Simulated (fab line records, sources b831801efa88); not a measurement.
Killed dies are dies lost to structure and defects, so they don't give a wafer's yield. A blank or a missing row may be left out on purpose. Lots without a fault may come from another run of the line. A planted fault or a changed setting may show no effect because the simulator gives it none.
Which tool did it? | flow gf180mcu | 7 lots, 21 wafers sampled, at 2 steps of a route of 602

WHAT THE GAUGES READ, wafer by wafer
GF_MVSD_TW_MEAS_11.
lot  | measured     | on            | MVSD_TW
L598 | day 4 19:08  | film_metro-03 | 1582 1581 1571
L601 | day 5 13:10  | film_metro-03 | 1595 1598 1596
L604 | day 6 02:17  | film_metro-01 | 1600 1591 1599
L608 | day 7 04:59  | film_metro-03 | 1578 1581 1575
L613 | day 8 13:46  | film_metro-01 | 1594 1594 1607
L618 | day 9 12:06  | film_metro-03 | 1586 1594 1598
L620 | day 10 02:53 | film_metro-02 | 1576 1568 1571

WHICH TOOL RAN EACH LOT (tool, then ch and the chambers of the sampled wafers, then the start)
lot  | GF_STI_WET_ETCH_28
L598 | wet_bench-04 ch 0, day 2 11:10
L601 | wet_bench-04 ch 2, day 3 03:08
L604 | wet_bench-01 ch 1, day 3 16:59
L608 | wet_bench-01 ch 2, day 4 14:53
L613 | wet_bench-01 ch 0, day 5 19:22
L618 | wet_bench-02 ch 0, day 6 17:02
L620 | wet_bench-04 ch 0, day 7 03:20
- GF_STI_WET_ETCH_28: etches SiO2 in dHF, target depth 20 nm, time 40 s.

THE ANSWER, worked out from the rows above alone
Rule: what is usual is taken from the lots themselves. Put in order of their means at a reading, lots are off if they are a third of the lots or fewer, leave a main group of 4 or more, and stand apart from it by a gap of 3 or more times the standard deviation of the main group's means; of several such gaps the widest counts. A main group whose means are all the same, to the digits that the tables above print for the reading, isn't used. A lot without any number at a reading at which 4 lots or more have one is off too. The other lots that the step has rows for count as sound.
No lot is off at any reading shown: from this, nothing can be told.

WHAT THE SIMULATOR HAD PUT IN
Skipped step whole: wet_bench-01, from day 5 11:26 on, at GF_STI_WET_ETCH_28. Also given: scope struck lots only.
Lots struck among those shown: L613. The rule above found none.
